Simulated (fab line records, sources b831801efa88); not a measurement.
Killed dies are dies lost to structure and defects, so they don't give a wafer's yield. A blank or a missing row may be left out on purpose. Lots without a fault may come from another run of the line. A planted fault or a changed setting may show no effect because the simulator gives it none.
Problem report in the 8D (eight disciplines) form, filled by code | flow gf180mcu | the parts of the form that need people (team, actions taken, sign-off) are left out

1. THE PROBLEM
HV_LDD_CVD_54_THK at GF_HV_LDD_THK_MEAS_55 reads a mean of 6.96 nm on 3 wafers of 1 lot; wafers without a fault read 10.05 nm with a standard deviation of 0.12. That is -26 standard deviations from the usual mean.
First seen on wafer L944.2, day 15 13:20, on film_metro-03. The record holds 39 wafers of 13 lots with a number at this step. Rule for "out", or "out of limits": more than 4 standard deviations from the usual mean. The other wafers with a number count as sound.

2. WHAT IT IS AND WHAT IT IS NOT
question                    | is                     | is not
which readings at this step | HV_LDD_CVD_54_THK      | -
which lots                  | L944                   | L935, L937, L938, L939, L940, L941, L942, L954, L955, L956, L957, L958
which wafers of those lots  | all that have a number | -
read on which gauges        | film_metro-03          | film_metro-02, film_metro-04
when                        | from day 15 13:20      | up to then (21 sound wafers); but 15 sound wafers of L954, L955, L956, L957, L958 came after

3. SUSPECTS, AND WHAT RULES EACH OUT
Counting: a tool at a process step up to the reading stays a suspect if it ran every lot that is out and no sound lot after the first of them.
- the gauge at GF_HV_LDD_THK_MEAS_55: ruled out. All the wafers that are out were read on film_metro-03, but those of them that GF_HV_LDD_CVD_54 has rows for are out there too, on other tools.
- lpcvd-02 at GF_HV_LDD_CVD_54 (deposits SiO2 from TEOS, target thk 10 nm, time 75 s): ruled out as a lasting fault. Sound lots L954, L956, L957 ran on it after its first lot that is out, L944 (day 15 12:18).
Left after counting: nothing in the record.

4. THE CAUSE (what the simulator had put in)
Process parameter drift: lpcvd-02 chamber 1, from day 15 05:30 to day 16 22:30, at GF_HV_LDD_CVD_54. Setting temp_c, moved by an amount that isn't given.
Counting ruled it out, wrongly: the rule takes a fault to strike every lot that its tool runs from its start on, and this one did not.

5. THE CHAIN OF EFFECTS, in route order
Each row: a reading whose mean over the struck wafers that have a number lies more than 3 standard deviations from the usual. Only readings for which the record gives a usual standard deviation are gone through. hours: the time from each lot's start at the first step in this table that gives one to its start at this step, as a median over the lots. sigmas: the change in usual standard deviations.
hours | step                  | reading           | usual    | on struck wafers | change | sigmas
0     | GF_HV_LDD_CVD_54      | spike_tc_bottom_C | 700.8 C  | 685.1            | -15.7  | -11
0     | GF_HV_LDD_CVD_54      | spike_tc_centre_C | 680.8 C  | 665.8            | -15.0  | -17
0     | GF_HV_LDD_CVD_54      | spike_tc_lower_C  | 679.8 C  | 665.7            | -14.1  | -12
0     | GF_HV_LDD_CVD_54      | spike_tc_top_C    | 696.4 C  | 681.4            | -15.0  | -10
0     | GF_HV_LDD_CVD_54      | spike_tc_upper_C  | 679.9 C  | 665.2            | -14.7  | -11
0     | GF_HV_LDD_CVD_54      | susceptor_temp_C  | 679.99 C | 664.85           | -15.14 | -50
1     | GF_HV_LDD_THK_MEAS_55 | HV_LDD_CVD_54_THK | 10.05 nm | 6.96             | -3.09  | -26
The process steps in it:
- GF_HV_LDD_CVD_54: deposits SiO2 from TEOS, target thk 10 nm, time 75 s.
Later measuring or inspecting steps at which every struck wafer that the step has a row for has a number for every such reading, and none has moved that far: GF_NSD_TW_MEAS_12, GF_PSD_CD_MEAS_07.

6. WHAT WOULD HAVE CAUGHT IT SOONER
In this record the first reading out of limits at a measuring or inspecting step was taken at day 15 13:20, 8 hours after the fault began at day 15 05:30.
The tool's own readings at GF_HV_LDD_CVD_54 were out on every struck wafer that the step has a row for (spike_tc_bottom_C, spike_tc_centre_C, spike_tc_lower_C, spike_tc_top_C, spike_tc_upper_C, susceptor_temp_C): an alarm limit on them would have fired on the first of those.
